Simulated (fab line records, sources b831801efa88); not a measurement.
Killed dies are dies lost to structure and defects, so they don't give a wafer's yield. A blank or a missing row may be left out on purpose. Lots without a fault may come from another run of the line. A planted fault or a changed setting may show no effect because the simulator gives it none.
Chamber matching | flow gf180mcu | GF_V3_CMP_26 on cmp-02: 4 sister chambers
The step polishes, stops on SiO2, t overpolish 15 s, target thk 0 nm. 18 wafers are shown with their chamber, then 9 later ones without.

WAFERS WITH THEIR CHAMBER
wafer  | chamber | motor_current_A (A) | time_to_endpoint_s (s) | overpolish_run_s (s)
L216.1 | 1       | 11.9                | 80                     | 15.006
L216.3 | 2       | 9.5                 | 81                     | 14.990
L216.6 | 2       | 8.8                 | 80                     | 15.003
L217.3 | 0       | 11.2                | 87                     | 14.991
L217.4 | 2       | 9.6                 | 85                     | 14.988
L217.6 | 2       | 9.3                 | 86                     | 14.984
L219.2 | 0       | 11.4                | 84                     | 15.001
L219.3 | 1       | 11.1                | 88                     | 14.989
L219.4 | 2       | 9.4                 | 83                     | 15.020
L222.1 | 2       | 9.5                 | 85                     | 15.002
L222.3 | 0       | 11.6                | 91                     | 14.996
L222.5 | 3       | 9.9                 | 88                     | 15.002
L224.4 | 0       | 11.8                | 89                     | 14.996
L224.5 | 1       | 11.1                | 85                     | 15.004
L224.6 | 2       | 9.5                 | 85                     | 14.998
L232.3 | 3       | 9.8                 | 83                     | 15.001
L232.5 | 0       | 11.6                | 85                     | 15.001
L232.6 | 1       | 11.7                | 82                     | 15.008

SIGNATURES (means of the wafers above)
reading            | chamber 0 | chamber 1 | chamber 2 | chamber 3 | scatter within a chamber
motor_current_A    | 11.520    | 11.450    | 9.371     | 9.850     | 0.288
time_to_endpoint_s | 87.20     | 83.75     | 83.57     | 85.50     | 2.85
overpolish_run_s   | 14.99700  | 15.00175  | 14.99786  | 15.00150  | 0.00918
Rule: a wafer's distance from a chamber is the root of the sum, over the readings, of the square of ((its reading less the chamber's mean) divided by the reading's scatter). The wafer belongs to the nearest chamber; if the next one is less than 2 further off, it can't be placed. The scatter: the root of (the sum of the squares of (reading less its chamber's mean) over the shown wafers, divided by (wafers less chambers)).

WAFERS WITHOUT THEIR CHAMBER
wafer  | motor_current_A (A) | time_to_endpoint_s (s) | overpolish_run_s (s)
L233.1 | 9.4                 | 87                     | 15.003
L233.3 | 11.5                | 86                     | 15.001
L233.4 | 10.1                | 88                     | 14.984
L234.2 | 11.5                | 84                     | 15.008
L234.4 | 10.2                | 88                     | 14.992
L234.6 | 9.5                 | 89                     | 14.998
L235.3 | 12.1                | 88                     | 15.012
L235.5 | 12.0                | 86                     | 15.017
L235.6 | 12.1                | 91                     | 14.995

WHICH CHAMBER EACH WENT THROUGH
wafer  | from the rows above     | in truth
L233.1 | can't be placed: 2 or 3 | 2
L233.3 | can't be placed: 0 or 1 | 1
L233.4 | can't be placed: 3 or 2 | 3
L234.2 | can't be placed: 1 or 0 | 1
L234.4 | can't be placed: 3 or 2 | 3
L234.6 | can't be placed: 3 or 2 | 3
L235.3 | can't be placed: 0 or 1 | 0
L235.5 | can't be placed: 1 or 0 | 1
L235.6 | can't be placed: 0 or 1 | 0
Placed correctly: 0 of 9. Can't be placed from these rows: 9 (the true chamber is among the candidates in 9). Placed wrongly: 0.
